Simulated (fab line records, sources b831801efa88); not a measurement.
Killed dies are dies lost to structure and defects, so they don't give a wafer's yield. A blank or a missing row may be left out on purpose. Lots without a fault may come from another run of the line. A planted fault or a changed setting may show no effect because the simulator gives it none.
Problem report in the 8D (eight disciplines) form, filled by code | flow gf180mcu | the parts of the form that need people (team, actions taken, sign-off) are left out

1. THE PROBLEM
MIM_CVD_05_THK at GF_MIM_THK_MEAS_06 reads a mean of 24.6 nm on 3 wafers of 2 lots; wafers without a fault read 41.9 nm with a standard deviation of 0.52. That is -33 standard deviations from the usual mean.
First seen on wafer L171.3, day 27 23:37, on film_metro-01. The record holds 38 wafers of 13 lots with a number at this step. Rule for "out", or "out of limits": more than 4 standard deviations from the usual mean. The other wafers with a number count as sound.

2. WHAT IT IS AND WHAT IT IS NOT
question                    | is                           | is not
which readings at this step | MIM_CVD_05_THK               | -
which lots                  | L171, L174                   | L161, L163, L164, L165, L166, L167, L170, L181, L182, L183, L184
which wafers of those lots  | L171.3, L171.6, L174.6       | L171.1, L174.2
read on which gauges        | film_metro-01, film_metro-03 | film_metro-02
when                        | from day 27 23:37            | up to then (22 sound wafers); but 13 sound wafers of L174, L181, L182, L183, L184 came after

3. SUSPECTS, AND WHAT RULES EACH OUT
Counting: a tool at a process step up to the reading stays a suspect if it ran every lot that is out. Sound lots after the first of them don't rule it out here, since some wafers of a struck lot are sound.
- the gauge at GF_MIM_THK_MEAS_06: ruled out. The wafers that are out were read on 2 gauges (film_metro-01, film_metro-03).
- pecvd-01 at GF_MIM_CVD_05 (deposits Si3N4, target thk 42 nm, time 29.086 s): kept. It ran every lot that is out, first L171 (day 27 23:35); its last sound lot up to then is L170 (day 27 11:59).
Left after counting: pecvd-01 at GF_MIM_CVD_05.

4. THE CAUSE (what the simulator had put in)
Process parameter drift: pecvd-01, from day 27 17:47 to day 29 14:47, at GF_MIM_CVD_05. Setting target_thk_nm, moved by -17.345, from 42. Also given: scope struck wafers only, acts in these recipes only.
Counting left only this tool.

5. THE CHAIN OF EFFECTS, in route order
Each row: a reading whose mean over the struck wafers that have a number lies more than 3 standard deviations from the usual. Only readings for which the record gives a usual standard deviation are gone through. hours: the time from each lot's start at the first step in this table that gives one to its start at this step, as a median over the lots. sigmas: the change in usual standard deviations.
hours | step               | reading        | usual   | on struck wafers | change | sigmas
0     | GF_MIM_THK_MEAS_06 | MIM_CVD_05_THK | 41.9 nm | 24.6             | -17.3  | -33
Later measuring or inspecting steps at which every struck wafer that the step has a row for has a number for every such reading, and none has moved that far: GF_V5_BOW_MEAS_05.

6. WHAT WOULD HAVE CAUGHT IT SOONER
In this record the first reading out of limits at a measuring or inspecting step was taken at day 27 23:37, 6 hours after the fault began at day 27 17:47.
Of the tool readings at GF_MIM_CVD_05 for which the record gives a usual standard deviation, none was out on any struck wafer, so an alarm limit of 4 standard deviations on them would not have fired.
Of the lots that are out (2), L174 began GF_MIM_CVD_05 on pecvd-01 after day 27 23:37. A hold on the tool at that time would have spared it.
